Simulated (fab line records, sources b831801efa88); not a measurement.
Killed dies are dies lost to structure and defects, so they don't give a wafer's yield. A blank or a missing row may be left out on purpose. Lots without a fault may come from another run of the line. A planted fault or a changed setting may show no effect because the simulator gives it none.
Which tool did it? | flow sky130 | 24 lots, 72 wafers sampled, at 4 steps of a route of 708

WHAT THE GAUGES READ, wafer by wafer
SKY_FIELD_ISO_THK_MEAS_25.
lot  | measured    | on            | FIELD_ISO_CVD_24_THK (nm)
L074 | day 2 14:55 | film_metro-03 | 587 594 594
L075 | day 2 21:35 | film_metro-04 | 588 590 597
L076 | day 2 21:38 | film_metro-03 | 594 604 603
L077 | day 3 07:20 | film_metro-02 | 596 601 594
L078 | day 3 07:21 | film_metro-04 | 591 608 602
L079 | day 3 17:11 | film_metro-03 | 591 587 593
L080 | day 3 17:48 | film_metro-02 | 595 597 590
L081 | day 3 21:21 | film_metro-02 | 594 590 588
L082 | day 4 03:38 | film_metro-03 | 594 587 594
L083 | day 4 08:47 | film_metro-02 | 598 605 599
L084 | day 4 13:58 | film_metro-04 | 596 600 589
L085 | day 4 18:14 | film_metro-02 | 594 598 599
L086 | day 5 00:41 | film_metro-02 | 587 601 590
L087 | day 5 07:15 | film_metro-04 | 595 598 588
L088 | day 5 08:25 | film_metro-02 | 588 591 595
L089 | day 5 14:14 | film_metro-04 | 589 591 584
L090 | day 5 18:11 | film_metro-04 | 595 593 593
L091 | day 5 22:55 | film_metro-03 | 594 586 584
L092 | day 6 03:53 | film_metro-03 | 596 598 587
L093 | day 6 10:17 | film_metro-04 | 590 594 591
L094 | day 6 15:17 | film_metro-04 | 595 590 592
L095 | day 6 19:40 | film_metro-02 | 591 588 584
L096 | day 7 04:32 | film_metro-04 | 587 593 589
L097 | day 7 10:56 | film_metro-02 | 587 582 590

SKY_GATE_OXIDE_OVL_MEAS_10.
lot  | measured     | on         | GATE_OXIDE_OVL (nm)
L074 | day 14 14:46 | overlay-01 | -0.5 1.5 1.4
L075 | day 14 19:47 | overlay-02 | -0.7 0.0 0.0
L076 | day 14 19:28 | overlay-01 | 0.8 -1.2 -1.8
L077 | day 15 12:21 | overlay-02 | -2.5 -3.1 -2.2
L078 | day 15 15:19 | overlay-02 | -3.2 -1.7 -4.9
L079 | day 16 02:20 | overlay-01 | -2.5 -0.6 -1.8
L080 | day 16 05:49 | overlay-02 | 0.6 1.5 0.4
L081 | day 16 10:06 | overlay-01 | -0.5 -1.2 -0.5
L082 | day 16 23:10 | overlay-01 | 0.3 0.9 1.1
L083 | day 17 03:06 | overlay-01 | -2.4 0.2 -0.8
L084 | day 17 13:39 | overlay-01 | 0.8 0.6 0.5
L085 | day 18 01:00 | overlay-02 | 1.0 1.8 -0.4
L086 | day 18 04:58 | overlay-02 | 2.9 0.9 0.6
L087 | day 18 20:58 | overlay-01 | -0.9 -1.5 -0.7
L088 | day 19 01:11 | overlay-01 | -1.8 -3.2 -1.6
L089 | day 19 07:19 | overlay-01 | -1.6 0.1 -1.7
L090 | day 19 11:21 | overlay-01 | -3.2 -3.6 -2.2
L091 | day 19 20:00 | overlay-02 | -1.6 -2.1 -0.1
L092 | day 20 03:51 | overlay-01 | -2.8 -3.7 -2.8
L093 | day 20 14:51 | overlay-01 | 0.1 0.3 0.9
L094 | day 20 19:31 | overlay-01 | -2.1 1.0 -1.3
L095 | day 21 07:46 | overlay-02 | -1.2 0.5 -0.4
L096 | day 21 21:25 | overlay-01 | -0.1 -0.7 -0.2
L097 | day 22 02:32 | overlay-02 | -0.6 -1.7 -1.1

SKY_VIA1_THK_MEAS_01.
lot  | measured     | on            | VIA1_HDPCVD_THK (nm)
L074 | day 33 16:20 | film_metro-01 | 1048 1044 1051
L075 | day 34 01:50 | film_metro-02 | 1024 1024 1015
L076 | day 34 00:20 | film_metro-01 | 1033 1029 1022
L077 | day 34 13:34 | film_metro-01 | 1034 1042 1032
L078 | day 34 16:56 | film_metro-02 | 1047 1050 1035
L079 | day 34 22:47 | film_metro-02 | 1051 1050 1060
L080 | day 35 03:40 | film_metro-01 | 1046 1037 1034
L081 | day 35 10:50 | film_metro-03 | 1041 1040 1039
L082 | day 35 22:20 | film_metro-03 | 1026 1030 1029
L083 | day 36 01:52 | film_metro-02 | 1020 1019 1021
L084 | day 36 10:20 | film_metro-01 | 1039 1041 1049
L085 | day 36 18:16 | film_metro-02 | 1031 1046 1036
L086 | day 36 23:20 | film_metro-01 | 1031 1042 1039
L087 | day 37 11:47 | film_metro-02 | 1042 1053 1042
L088 | day 37 13:32 | film_metro-01 | 1036 1033 1048
L089 | day 37 22:00 | film_metro-02 | 1042 1034 1043
L090 | day 37 23:16 | film_metro-02 | 1048 1045 1043
L091 | day 38 04:36 | film_metro-03 | 1028 1039 1029
L092 | day 38 09:58 | film_metro-01 | 1038 1037 1024
L093 | day 38 22:17 | film_metro-03 | 1035 1045 1044
L094 | day 39 02:57 | film_metro-02 | 1048 1062 1034
L095 | day 39 10:49 | film_metro-02 | 1022 1033 1027
L096 | day 39 20:17 | film_metro-03 | 1035 1030 1030
L097 | day 40 04:20 | film_metro-01 | 1041 1019 1034

SKY_VIA1_BOW_MEAS_03.
lot  | measured     | on            | VIA1_BOW (um)
L074 | day 33 16:41 | film_metro-03 | 85 89 80
L075 | day 34 02:20 | film_metro-01 | 84 89 79
L076 | day 34 00:50 | film_metro-01 | 89 99 77
L077 | day 34 13:56 | film_metro-01 | 78 76 77
L078 | day 34 17:18 | film_metro-01 | 77 83 85
L079 | day 34 23:10 | film_metro-03 | 77 80 75
L080 | day 35 04:02 | film_metro-02 | 71 82 78
L081 | day 35 11:11 | film_metro-01 | 75 79 98
L082 | day 35 22:43 | film_metro-03 | 78 69 86
L083 | day 36 02:13 | film_metro-02 | 83 90 79
L084 | day 36 10:42 | film_metro-03 | 72 84 85
L085 | day 36 18:38 | film_metro-03 | 89 83 83
L086 | day 36 23:43 | film_metro-02 | 83 71 84
L087 | day 37 12:09 | film_metro-03 | 77 79 61
L088 | day 37 13:53 | film_metro-02 | 76 75 83
L089 | day 37 22:22 | film_metro-01 | 81 75 89
L090 | day 37 23:38 | film_metro-03 | 80 77 66
L091 | day 38 04:58 | film_metro-03 | 75 90 77
L092 | day 38 10:20 | film_metro-01 | 85 76 73
L093 | day 38 22:40 | film_metro-01 | 84 82 87
L094 | day 39 03:19 | film_metro-01 | 76 95 82
L095 | day 39 11:23 | film_metro-01 | 80 77 78
L096 | day 39 20:41 | film_metro-03 | 78 90 91
L097 | day 40 04:42 | film_metro-03 | 77 89 75

WHICH TOOL RAN EACH LOT (tool, then ch and the chambers of the sampled wafers, then the start)
The record holds no process step before these readings.

WHAT THE TOOLS THEMSELVES READ (means of the sampled wafers that have a number; where no wafer has one, the mark that the record gives instead)
The record holds no such reading with a usual standard deviation.

THE ANSWER, worked out from the rows above alone
Rule: what is usual is taken from the lots themselves. Put in order of their means at a reading, lots are off if they are a third of the lots or fewer, leave a main group of 4 or more, and stand apart from it by a gap of 3 or more times the standard deviation of the main group's means; of several such gaps the widest counts. A main group whose means are all the same, to the digits that the tables above print for the reading, isn't used. A lot without any number at a reading at which 4 lots or more have one is off too. The other lots that the step has rows for count as sound. The gauges are gone through in route order, then the tools' own readings, and for those a lot's mean is taken as printed above. The first step at which some lot is off is used, and at that step the reading that is off furthest; a lot without a number counts as furthest.
No lot is off at any reading shown: from this, nothing can be told.

WHAT THE SIMULATOR HAD PUT IN
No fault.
